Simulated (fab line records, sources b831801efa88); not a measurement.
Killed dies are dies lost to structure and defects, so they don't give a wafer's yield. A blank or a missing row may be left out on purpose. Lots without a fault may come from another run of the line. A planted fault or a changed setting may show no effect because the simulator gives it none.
Problem report in the 8D (eight disciplines) form, filled by code | flow sfq_line | the parts of the form that need people (team, actions taken, sign-off) are left out

1. THE PROBLEM
run_length_s at SFQ_TRILAYER_M5_BARC_OPEN_METAL_ETCH_161 reads a mean of 71.6 s on 1 wafer of 1 lot; wafers without a fault read 69.9 s with a standard deviation of 0.4. That is +4.2 standard deviations from the usual mean.
The step: etches BARC in O2, target depth 125 nm, time 41.7 s.
First seen on wafer L950.4, day 68 09:40, on rie_metal-03. The record holds 37 wafers of 13 lots with a number at this step. Rule for "out", or "out of limits": more than 4 standard deviations from the usual mean. The other wafers with a number count as sound.

2. WHAT IT IS AND WHAT IT IS NOT
question                    | is                | is not
which readings at this step | run_length_s      | drypump_motor_current_A, rf_fwd_power_W
which lots                  | L950              | L938, L939, L940, L946, L947, L952, L955, L956, L957, L958, L960, L961
which wafers of those lots  | L950.4            | L950.3
read on which tools         | rie_metal-03      | rie_metal-01, rie_metal-02
when                        | from day 68 09:40 | up to then (15 sound wafers); but 21 sound wafers of L952, L955, L956, L957, L958, L960, L961 came after

3. SUSPECTS, AND WHAT RULES EACH OUT
Counting: a tool at a process step up to the reading stays a suspect if it ran every lot that is out. Sound lots after the first of them don't rule it out here, since some wafers of a struck lot are sound.
- rie_metal-03 at SFQ_TRILAYER_M5_BARC_OPEN_METAL_ETCH_161 (etches BARC in O2, target depth 125 nm, time 41.7 s): kept. It ran the lot that is out, L950 (day 68 09:40); its last sound lot up to then is L946 (day 67 13:16). Its own readings are out on those wafers: run_length_s.
- Within rie_metal-03 at SFQ_TRILAYER_M5_BARC_OPEN_METAL_ETCH_161: the wafers that are out ran in chamber 0; their sound lot-mates ran in chamber 1.
Left after counting: rie_metal-03 at SFQ_TRILAYER_M5_BARC_OPEN_METAL_ETCH_161.

4. THE CAUSE (what the simulator had put in)
Process parameter drift: rie_metal-03, from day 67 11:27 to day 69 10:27, at SFQ_TRILAYER_M5_BARC_OPEN_METAL_ETCH_161. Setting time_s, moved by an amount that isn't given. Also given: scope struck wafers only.
Counting left only this tool.

5. THE CHAIN OF EFFECTS, in route order
Each row: a reading whose mean over the struck wafers that have a number lies more than 3 standard deviations from the usual. Only readings for which the record gives a usual standard deviation are gone through. hours: the time from each lot's start at the first step in this table that gives one to its start at this step, as a median over the lots. sigmas: the change in usual standard deviations.
hours | step                                     | reading      | usual  | on struck wafers | change | sigmas
0     | SFQ_TRILAYER_M5_BARC_OPEN_METAL_ETCH_161 | run_length_s | 69.9 s | 71.6             | +1.7   | +4.2
The process steps in it:
- SFQ_TRILAYER_M5_BARC_OPEN_METAL_ETCH_161: etches BARC in O2, target depth 125 nm, time 41.7 s.

6. WHAT WOULD HAVE CAUGHT IT SOONER
In this record the first reading out of limits was taken at day 68 09:40, 22 hours after the fault began at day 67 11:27.
